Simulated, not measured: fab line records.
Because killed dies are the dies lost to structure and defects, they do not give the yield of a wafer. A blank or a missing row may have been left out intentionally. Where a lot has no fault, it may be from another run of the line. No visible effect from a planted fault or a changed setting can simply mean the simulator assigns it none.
Matching of chambers -- flow gf180mcu -- cmp-01 running GF_V4_CMP_26: 4 sister chambers
The step polishes, stops on SiO2, t overpolish 15 s, target thk 0 nm. 4 wafers are shown with their chamber, then 12 later ones without.

== WAFERS, EACH WITH ITS CHAMBER ==
wafer,chamber,time to endpoint s (s)
L087.4,2,84
L088.3,0,78
L089.2,3,85
L089.5,1,82

== WAFERS MISSING THEIR CHAMBER ==
wafer,time to endpoint s (s)
L090.4,85
L090.5,81
L090.6,84
L092.3,85
L092.4,80
L092.6,80
L096.2,87
L096.4,84
L096.5,81
L097.3,78
L097.5,83
L097.6,84

== WHICH CHAMBER EACH ONE RAN IN ==
wafer,from the rows above,in truth
L090.4,can't be placed: 3 or 2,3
L090.5,can't be placed: 1 or 0 or 2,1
L090.6,can't be placed: 2 or 3 or 1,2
L092.3,can't be placed: 3 or 2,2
L092.4,can't be placed: 0 or 1 or 2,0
L092.6,can't be placed: 0 or 1 or 2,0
L096.2,can't be placed: 3 or 2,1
L096.4,can't be placed: 2 or 3 or 1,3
L096.5,can't be placed: 1 or 0 or 2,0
L097.3,0,0
L097.5,can't be placed: 1 or 2 or 3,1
L097.6,can't be placed: 2 or 3 or 1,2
Placed correctly: 1 of 12. Unplaceable from these rows: 11, with the true chamber sitting among the candidates in 10. Number placed wrongly: 0.
How it was worked out, from the rows above alone: a wafer's distance from a chamber is the root of the sum, over the readings, of the square of ((its reading less the chamber's mean) divided by the reading's scatter). If the next closest chamber is less than 2 further off than the closest, the wafer can't be placed; otherwise it belongs to the closest. The mean given for a chamber averages the wafers shown for that chamber. The scatter: root of mean squared gap, hidden wafer to nearest shown wafer, with one shown wafer a chamber.
